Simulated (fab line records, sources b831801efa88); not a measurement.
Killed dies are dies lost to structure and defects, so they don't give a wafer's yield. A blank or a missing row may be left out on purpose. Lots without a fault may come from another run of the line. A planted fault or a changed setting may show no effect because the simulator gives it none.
One fault seen from 2 desks | flow gf180mcu | each desk has only its own numbers; what lay behind them comes last

THE METROLOGY DESK
What the gauges read, lot by lot, whatever tool the lot ran on: means of the sampled wafers that have a number. A lot is out of limits, marked OUT, if its mean lies more than 4 standard deviations from the usual mean; the brackets give that distance.
Columns: A = STI_OXIDATION_THK at GF_STI_THK_MEAS_02, usual 10.73 nm; B = NWELL_TW at GF_NWELL_TW_MEAS_11, usual 1578; C = NWELL_RS at GF_VT_IMPLANT_RS_MEAS_47, usual 487.1 ohm/sq; D = HV_LDD_OVL at GF_HV_LDD_OVL_MEAS_08, usual -0.2 nm
lot  | first seen here | A     | B                      | C                       | D
L744 | day 1 17:00     | 10.83 | 1576                   | 485.6                   | 0.2
L743 | day 1 17:01     | 10.90 | 1579                   | 485.7                   | 2.4
L745 | day 1 22:00     | 10.49 | 1582                   | 485.1                   | 0.7
L747 | day 2 07:55     | 10.93 | 1566                   | 488.2                   | -0.0
L749 | day 2 17:31     | 10.79 | 3018 (+99 or more) OUT | 183.3 (-99 or more) OUT | -1.2
L750 | day 2 23:27     | 10.91 | 1576                   | 486.9                   | 0.3
L751 | day 3 03:48     | 10.67 | 3005 (+99 or more) OUT | 183.5 (-99 or more) OUT | 0.1
L759 | day 4 20:03     | 10.77 | 1597                   | 487.5                   | 1.2
L760 | day 5 00:31     | 10.76 | 1571                   | 489.4                   | 0.4
L762 | day 5 12:45     | 10.50 | 1577                   | 486.1                   | -0.9
L763 | day 5 20:09     | 10.48 | 1579                   | 486.4                   | -1.5
L764 | day 5 22:11     | 10.71 | 1580                   | 489.2                   | -1.6
L766 | day 6 06:31     | 10.48 | 1607                   | 484.9                   | -0.5
This desk's finding: out of limits on L749, L751; first on L749, day 4 22:12 (NWELL_TW at GF_NWELL_TW_MEAS_11). In limits: L744, L743, L745, L747, L750, L759, L760, L762, L763, L764, L766.

THE TOOL OWNER'S DESK: implanter-03
The tool's own readings at GF_NWELL_IMPLANT_08: means of the sampled wafers that have a number, for each lot that ran on this tool. A lot is out of limits, marked OUT, if its mean lies more than 4 standard deviations from the usual mean; the brackets give that distance.
Columns: A = beam_on_s at GF_NWELL_IMPLANT_08, usual 9.98 s; B = dose_ions_cm2 at GF_NWELL_IMPLANT_08, usual 1.5e+13; C = faraday_current_uA at GF_NWELL_IMPLANT_08, usual 84.7
lot  | first seen here | A                       | B                         | C
L745 | day 3 18:47     | 9.88                    | 1.5e+13                   | 85.5
L749 | day 4 21:49     | 48.36 (+99 or more) OUT | 1.3e+14 (+99 or more) OUT | 148.7 (+36) OUT
L751 | day 5 02:43     | 50.92 (+99 or more) OUT | 1.3e+14 (+99 or more) OUT | 142.5 (+32) OUT
L766 | day 8 12:46     | 10.10                   | 1.5e+13                   | 84.0
This desk's finding: out of limits on L749, L751; first on L749, day 4 21:49 (beam_on_s at GF_NWELL_IMPLANT_08). In limits: L745, L766.

PUT TOGETHER
The tool owner's desk could have raised an alarm at day 4 21:49, on L749, L751.
The metrology desk could have raised an alarm at day 4 22:12, on L749, L751.
Of the lots named, all ran GF_NWELL_IMPLANT_08 on implanter-03.

WHAT THE SIMULATOR HAD PUT IN
Process parameter drift: implanter-03, from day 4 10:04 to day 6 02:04, at GF_NWELL_IMPLANT_08. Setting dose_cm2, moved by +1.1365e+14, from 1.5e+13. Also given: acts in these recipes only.
Lots struck among those shown: L749, L751.
Hours from the fault's start to each desk's first reading out of limits: the tool owner's desk, 12; the metrology desk, 12.
